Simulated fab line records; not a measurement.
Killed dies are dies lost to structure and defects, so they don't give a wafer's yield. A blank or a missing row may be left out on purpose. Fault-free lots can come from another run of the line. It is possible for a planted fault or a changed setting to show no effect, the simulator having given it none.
The tool behind it: which one? | flow sky130 | 11 lots with 32 wafers sampled at 5 steps, on a route of 708 steps

## WHAT THE GAUGES READ, wafer by wafer
SKY_CONTACT_OVL_MEAS_15.
lot  | measured     | on         | CONTACT_OVL (nm)
L747 | day 31 04:27 | overlay-01 | -1 -5 -8
L748 | day 31 05:00 | overlay-02 | -7 -11 -13
L756 | day 34 00:10 | overlay-02 | 5 -1 -6
L757 | day 34 07:53 | overlay-02 | 6 6
L759 | day 34 19:43 | overlay-02 | -3 2 -2
L761 | day 35 05:39 | overlay-01 | -4 4 -3
L762 | day 35 16:11 | overlay-01 | -10 -4 -6
L764 | day 36 06:19 | overlay-01 | -14 -10 -11
L767 | day 37 12:44 | overlay-02 | -10 -12 -7
L766 | day 37 16:00 | overlay-01 | 8 1 -1
L768 | day 38 00:43 | overlay-02 | -13 -12 -7

SKY_CAPM_THK_MEAS_01.
lot  | measured     | on            | CAPM_CVD_00_THK (nm)
L747 | day 35 23:27 | film metro-04 | 15.39 15.89 15.26
L748 | day 35 23:32 | film metro-01 | 15.25 15.45 15.64
L756 | day 38 17:30 | film metro-04 | 22.52 15.70 15.82
L757 | day 39 02:01 | film metro-04 | 22.28 15.35
L759 | day 39 13:49 | film metro-01 | 15.54 15.50 15.79
L761 | day 40 00:14 | film metro-04 | 15.49 15.28 15.57
L762 | day 40 09:59 | film metro-02 | 15.81 16.15 15.57
L764 | day 41 00:27 | film metro-01 | 15.58 16.04 15.77
L767 | day 42 04:52 | film metro-04 | 15.45 15.67 15.62
L766 | day 42 08:57 | film metro-02 | 15.43 15.69 15.70
L768 | day 42 15:36 | film metro-02 | 15.51 15.46 15.79

## TOOL THAT RAN EACH LOT (tool first, then ch and the chambers of the sampled wafers, then the start)
lot  | SKY_LOCAL_INTERCONNECT_STRIP_15      | SKY_METAL1_ETCH_18                | SKY_CAPM_CVD_00
L747 | plasma asher-03 ch 0,1, day 30 00:34 | rie metal-01 ch 0,1, day 32 08:20 | pecvd-02 ch 0,1,2, day 35 23:25
L748 | plasma asher-03 ch 0,1, day 30 01:24 | rie metal-03 ch 0,1, day 32 09:28 | pecvd-01 ch 0,2, day 35 23:31
L756 | plasma asher-03 ch 0,1, day 32 21:08 | rie metal-01 ch 0,1, day 35 04:49 | pecvd-02 ch 0,2, day 38 17:27
L757 | plasma asher-01 ch 0,1, day 33 04:24 | rie metal-03 ch 0,1, day 35 11:37 | pecvd-02 ch 1, day 39 01:58
L759 | plasma asher-01 ch 0,1, day 33 15:22 | rie metal-03 ch 0,1, day 36 00:13 | pecvd-03 ch 1,2, day 39 13:47
L761 | plasma asher-04 ch 0,1, day 34 01:22 | rie metal-02 ch 0,1, day 36 10:03 | pecvd-01 ch 0,1,2, day 40 00:13
L762 | plasma asher-04 ch 0,1, day 34 12:39 | rie metal-02 ch 0,1, day 36 20:46 | pecvd-03 ch 0,2, day 40 09:58
L764 | plasma asher-03 ch 0,1, day 35 03:18 | rie metal-02 ch 0,1, day 37 10:40 | pecvd-03 ch 0,1,2, day 41 00:26
L767 | plasma asher-01 ch 0,1, day 36 09:22 | rie metal-01 ch 0,1, day 38 17:28 | pecvd-01 ch 0,1, day 42 04:50
L766 | plasma asher-03 ch 0,1, day 36 11:31 | rie metal-01 ch 1, day 38 20:15   | pecvd-03 ch 0,1,2, day 42 08:56
L768 | plasma asher-03 ch 0, day 36 20:38   | rie metal-03 ch 1, day 39 04:42   | pecvd-02 ch 1,2, day 42 15:35
- SKY_LOCAL_INTERCONNECT_STRIP_15: strips in O2/N2.
- SKY_METAL1_ETCH_18: etches BARC in N2/H2, stops on SiO2, time 45.9 s, target depth 60 nm.
- SKY_CAPM_CVD_00: deposits SiO2, target thk 15.5 nm.

## AS READ BY THE TOOLS THEMSELVES (means over the sampled wafers that have a number; for cases with no such wafer, the mark the record gives instead)
SKY_LOCAL_INTERCONNECT_STRIP_15.
lot  | tool            | drypump motor current A (A) | oes product au (a.u.) | strip time to endpoint s (s)
L747 | plasma asher-03 | 5.7                         | 0.423                 | 4.729
L748 | plasma asher-03 | 5.7                         | 0.429                 | 4.728
L756 | plasma asher-03 | 5.7                         | 0.427                 | 4.708
L757 | plasma asher-01 | 5.7                         | 0.432                 | 4.709
L759 | plasma asher-01 | 5.5                         | 0.425                 | 4.696
L761 | plasma asher-04 | 5.8                         | 0.428                 | 4.729
L762 | plasma asher-04 | 5.5                         | 0.428                 | 4.713
L764 | plasma asher-03 | 5.8                         | 0.429                 | 4.712
L767 | plasma asher-01 | 5.9                         | 0.425                 | 4.731
L766 | plasma asher-03 | 5.7                         | 0.430                 | 4.721
L768 | plasma asher-03 | 5.8                         | 0.426                 | 4.701

SKY_METAL1_ETCH_18.
lot  | tool         | drypump motor current A (A) | oes product au (a.u.) | throttle valve pct (%)
L747 | rie metal-01 | 6.2                         | 0.853                 | 13.214
L748 | rie metal-03 | 5.7                         | 0.851                 | 13.220
L756 | rie metal-01 | 6.0                         | 0.849                 | 13.217
L757 | rie metal-03 | 5.8                         | 0.851                 | 13.223
L759 | rie metal-03 | 6.1                         | 0.852                 | 13.228
L761 | rie metal-02 | 5.9                         | 0.855                 | 13.227
L762 | rie metal-02 | 6.0                         | 0.855                 | 13.227
L764 | rie metal-02 | 6.0                         | 0.857                 | 13.218
L767 | rie metal-01 | 6.0                         | 0.852                 | 13.223
L766 | rie metal-01 | 6.4                         | 0.854                 | 13.224
L768 | rie metal-03 | 5.4                         | 0.855                 | 13.213

SKY_CAPM_CVD_00.
lot  | tool     | heater power w (W)
L747 | pecvd-02 | 834
L748 | pecvd-01 | 586
L756 | pecvd-02 | 848
L757 | pecvd-02 | 786
L759 | pecvd-03 | 657
L761 | pecvd-01 | 621
L762 | pecvd-03 | 675
L764 | pecvd-03 | 644
L767 | pecvd-01 | 570
L766 | pecvd-03 | 641
L768 | pecvd-02 | 812

## THE ANSWER, worked out from the rows above alone
Rule: what is usual is taken from the lots themselves. The widest of any qualifying gaps counts: lots, ordered by their means at a reading, are off when they make up no more than a third of the lots, leave a main group of 4 or more, and stand apart from it by 3 or more times the standard deviation of that group's means. If all means in a main group match to the digits the tables above print for the reading, that group is not used. Also off: a lot with no number at a reading for which 4 or more lots have one. The other lots that the step has rows for count as sound. First the gauges in route order, then the tools' own readings, where a lot's mean is used as printed above. At the first step where some lot is off, the reading lying furthest off is the one used; lots without a number count as furthest.
Off: L756, L757, at SKY_CAPM_THK_MEAS_01 (CAPM_CVD_00_THK). Main group: mean 15.60 nm, sd 0.13.
If a tool, at a process step before that reading, ran all the lots that are off and no sound lot after the first of them, it fits. Those tools and the gauges at SKY_CAPM_THK_MEAS_01 are tried in the same way. No candidate that was tried fits.

## WHAT HAD BEEN PUT IN BY THE SIMULATOR
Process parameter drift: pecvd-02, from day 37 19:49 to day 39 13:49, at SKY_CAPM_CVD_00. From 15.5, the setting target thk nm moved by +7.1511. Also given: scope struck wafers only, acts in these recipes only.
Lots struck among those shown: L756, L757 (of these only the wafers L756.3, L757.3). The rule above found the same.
